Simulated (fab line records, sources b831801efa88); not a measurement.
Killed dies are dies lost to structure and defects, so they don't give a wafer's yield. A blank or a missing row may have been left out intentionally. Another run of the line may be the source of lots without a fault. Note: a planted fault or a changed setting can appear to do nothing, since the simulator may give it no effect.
Matching of chambers || flow gf180mcu || GF_V2_CMP_04 on cmp-02: 4 sister chambers
The step polishes SiO2. 18 wafers are shown with their chamber, then 9 later ones without.

## WAFERS PAIRED WITH THEIR CHAMBERS
{"wafer": "L373.1", "chamber": 3, "motor-current-A (A)": 12.4, "edge-zone-pressure-frac": 1.011, "time-to-endpoint-s (s)": 68}
{"wafer": "L373.3", "chamber": 2, "motor-current-A (A)": 10.3, "edge-zone-pressure-frac": 1.001, "time-to-endpoint-s (s)": 76}
{"wafer": "L373.5", "chamber": 1, "motor-current-A (A)": 13.4, "edge-zone-pressure-frac": 1.003, "time-to-endpoint-s (s)": 74}
{"wafer": "L372.2", "chamber": 3, "motor-current-A (A)": 12.0, "edge-zone-pressure-frac": 1.000, "time-to-endpoint-s (s)": 71}
{"wafer": "L372.4", "chamber": 0, "motor-current-A (A)": 12.8, "edge-zone-pressure-frac": 0.992, "time-to-endpoint-s (s)": 80}
{"wafer": "L372.6", "chamber": 1, "motor-current-A (A)": 13.6, "edge-zone-pressure-frac": 1.003, "time-to-endpoint-s (s)": 77}
{"wafer": "L374.2", "chamber": 3, "motor-current-A (A)": 12.7, "edge-zone-pressure-frac": 1.001, "time-to-endpoint-s (s)": 75}
{"wafer": "L374.4", "chamber": 2, "motor-current-A (A)": 11.2, "edge-zone-pressure-frac": 1.007, "time-to-endpoint-s (s)": 81}
{"wafer": "L374.5", "chamber": 1, "motor-current-A (A)": 14.1, "edge-zone-pressure-frac": 0.999, "time-to-endpoint-s (s)": 79}
{"wafer": "L375.1", "chamber": 0, "motor-current-A (A)": 13.5, "edge-zone-pressure-frac": 0.998, "time-to-endpoint-s (s)": 75}
{"wafer": "L375.4", "chamber": 1, "motor-current-A (A)": 12.8, "edge-zone-pressure-frac": 0.998, "time-to-endpoint-s (s)": 78}
{"wafer": "L375.6", "chamber": 2, "motor-current-A (A)": 10.5, "edge-zone-pressure-frac": 1.006, "time-to-endpoint-s (s)": 84}
{"wafer": "L381.2", "chamber": 2, "motor-current-A (A)": 10.9, "edge-zone-pressure-frac": 1.005, "time-to-endpoint-s (s)": 81}
{"wafer": "L381.3", "chamber": 0, "motor-current-A (A)": 13.5, "edge-zone-pressure-frac": 0.995, "time-to-endpoint-s (s)": 77}
{"wafer": "L381.5", "chamber": 0, "motor-current-A (A)": 13.1, "edge-zone-pressure-frac": 0.992, "time-to-endpoint-s (s)": 84}
{"wafer": "L382.1", "chamber": 3, "motor-current-A (A)": 12.4, "edge-zone-pressure-frac": 0.996, "time-to-endpoint-s (s)": 79}
{"wafer": "L382.2", "chamber": 2, "motor-current-A (A)": 10.9, "edge-zone-pressure-frac": 1.001, "time-to-endpoint-s (s)": 84}
{"wafer": "L382.5", "chamber": 2, "motor-current-A (A)": 11.5, "edge-zone-pressure-frac": 1.004, "time-to-endpoint-s (s)": 86}

SIGNATURES (averages over the wafers above)
{"reading": "motor-current-A", "chamber 0": 13.225, "chamber 1": 13.475, "chamber 2": 10.883, "chamber 3": 12.375, "scatter within a chamber": 0.417}
{"reading": "edge-zone-pressure-frac", "chamber 0": 0.99425, "chamber 1": 1.00075, "chamber 2": 1.00400, "chamber 3": 1.00200, "scatter within a chamber": 0.00377}
{"reading": "time-to-endpoint-s", "chamber 0": 79.00, "chamber 1": 77.00, "chamber 2": 82.00, "chamber 3": 73.25, "scatter within a chamber": 3.69}
Rule: a wafer's distance from a chamber is the root of the sum, over the readings, of the square of ((its reading less the chamber's mean) divided by the reading's scatter). If the next closest chamber is less than 2 further off than the closest, the wafer can't be placed; otherwise it belongs to the closest. How the scatter is found: for the shown wafers, subtract from each reading the mean of its chamber, square and add these, divide the total by (wafers less chambers), then take the root.

## WAFERS WITHOUT THEIR CHAMBER
{"wafer": "L387.4", "motor-current-A (A)": 14.2, "edge-zone-pressure-frac": 0.996, "time-to-endpoint-s (s)": 78}
{"wafer": "L387.5", "motor-current-A (A)": 11.2, "edge-zone-pressure-frac": 0.995, "time-to-endpoint-s (s)": 93}
{"wafer": "L387.6", "motor-current-A (A)": 13.0, "edge-zone-pressure-frac": 1.011, "time-to-endpoint-s (s)": 83}
{"wafer": "L391.1", "motor-current-A (A)": 13.6, "edge-zone-pressure-frac": 1.005, "time-to-endpoint-s (s)": 81}
{"wafer": "L391.2", "motor-current-A (A)": 11.3, "edge-zone-pressure-frac": 1.003, "time-to-endpoint-s (s)": 73}
{"wafer": "L391.6", "motor-current-A (A)": 14.1, "edge-zone-pressure-frac": 1.003, "time-to-endpoint-s (s)": 90}
{"wafer": "L393.1", "motor-current-A (A)": 11.0, "edge-zone-pressure-frac": 0.995, "time-to-endpoint-s (s)": 76}
{"wafer": "L393.2", "motor-current-A (A)": 13.2, "edge-zone-pressure-frac": 1.008, "time-to-endpoint-s (s)": 72}
{"wafer": "L393.3", "motor-current-A (A)": 13.0, "edge-zone-pressure-frac": 1.002, "time-to-endpoint-s (s)": 73}

## WHICH CHAMBER EACH WENT THROUGH
{"wafer": "L387.4", "from the rows above": "can't be placed: 1 or 0", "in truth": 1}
{"wafer": "L387.5", "from the rows above": 2, "in truth": 2}
{"wafer": "L387.6", "from the rows above": "can't be placed: 1 or 3 or 0", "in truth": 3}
{"wafer": "L391.1", "from the rows above": "can't be placed: 1 or 0", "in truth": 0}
{"wafer": "L391.2", "from the rows above": "can't be placed: 3 or 2", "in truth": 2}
{"wafer": "L391.6", "from the rows above": "can't be placed: 1 or 0", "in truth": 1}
{"wafer": "L393.1", "from the rows above": "can't be placed: 2 or 3", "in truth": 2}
{"wafer": "L393.2", "from the rows above": "can't be placed: 1 or 3 or 0", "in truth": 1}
{"wafer": "L393.3", "from the rows above": "can't be placed: 3 or 1 or 0", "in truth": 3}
Correct placement for 1 of the 9. Unplaceable from these rows: 8, with the true chamber sitting among the candidates in 8. Number placed wrongly: 0.
